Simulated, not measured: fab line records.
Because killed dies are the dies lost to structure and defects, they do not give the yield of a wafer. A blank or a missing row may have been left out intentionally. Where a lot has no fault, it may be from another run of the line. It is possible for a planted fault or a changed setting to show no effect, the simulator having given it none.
Which of the tools did it? + flow sky130 + 12 lots, 36 wafers sampled, at 2 steps of a route of 708

== WHAT THE GAUGES SHOWED, per wafer ==
SKY_LDD_HVN_OVL_MEAS_07.
| lot  | measured     | on         | LDD_HVN_OVL (nm) |
|------|--------------|------------|------------------|
| L074 | day 21 02:26 | overlay-01 | 1.6 1.9 1.9      |
| L077 | day 22 03:47 | overlay-02 | 1.9 1.0 -0.1     |
| L078 | day 22 21:17 | overlay-01 | 0.2 -0.9 -0.2    |
| L081 | day 23 07:28 | overlay-01 | -0.9 1.3 0.1     |
| L084 | day 24 04:51 | overlay-01 | -1.6 0.1 -0.3    |
| L085 | day 24 17:32 | overlay-02 | -0.3 0.5 -0.4    |
| L087 | day 24 21:53 | overlay-02 | -1.7 -1.5 0.2    |
| L089 | day 25 14:17 | overlay-02 | -1.7 -0.1 -0.9   |
| L091 | day 26 03:52 | overlay-02 | -1.1 0.9 0.1     |
| L093 | day 26 20:56 | overlay-02 | -1.3 0.1 1.0     |
| L095 | day 27 19:29 | overlay-02 | -0.9 -1.5 -1.5   |
| L097 | day 28 05:14 | overlay-02 | 0.8 0.3 -0.2     |

== EACH LOT AND THE TOOL THAT RAN IT (in order: tool; ch and the chambers of the sampled wafers; start) ==
| lot  | SKY_POLY_GATE_ETCH_16              |
|------|------------------------------------|
| L074 | rie_diel-01 ch 1,2, day 17 01:41   |
| L077 | rie_diel-02 ch 0,1,3, day 18 04:48 |
| L078 | rie_diel-03 ch 1,2, day 18 21:13   |
| L081 | rie_diel-01 ch 0,1,2, day 19 07:47 |
| L084 | rie_diel-01 ch 0,2,3, day 20 07:13 |
| L085 | rie_diel-02 ch 0,1,2, day 20 19:43 |
| L087 | rie_diel-03 ch 1,2,3, day 21 01:01 |
| L089 | rie_diel-02 ch 2,3, day 21 16:46   |
| L091 | rie_diel-02 ch 0,2,3, day 22 07:24 |
| L093 | rie_diel-02 ch 0,1,3, day 23 00:04 |
| L095 | rie_diel-03 ch 0,2, day 23 22:43   |
| L097 | rie_diel-03 ch 0,2,3, day 24 06:52 |
- SKY_POLY_GATE_ETCH_16: etches Si3N4 in CH3F/O2, stops on poly-Si, time 147.5 s, target depth 75 nm.

== THE ANSWER, worked out from the rows above alone ==
Rule: the lots themselves supply what counts as usual. Put in order of their means at a reading, lots are off if they are a third of the lots or fewer, leave a main group of 4 or more, and stand apart from it by a gap of 3 or more times the standard deviation of the main group's means; of several such gaps the widest counts. The tables above print the reading to a certain number of digits; a main group whose means all agree to those digits is not used. Also off: a lot with no number at a reading for which 4 or more lots have one. Any other lot the step has rows for is counted as sound.
Nothing can be told from this: no lot is off at any reading shown.

== WHAT HAD BEEN PUT IN BY THE SIMULATOR ==
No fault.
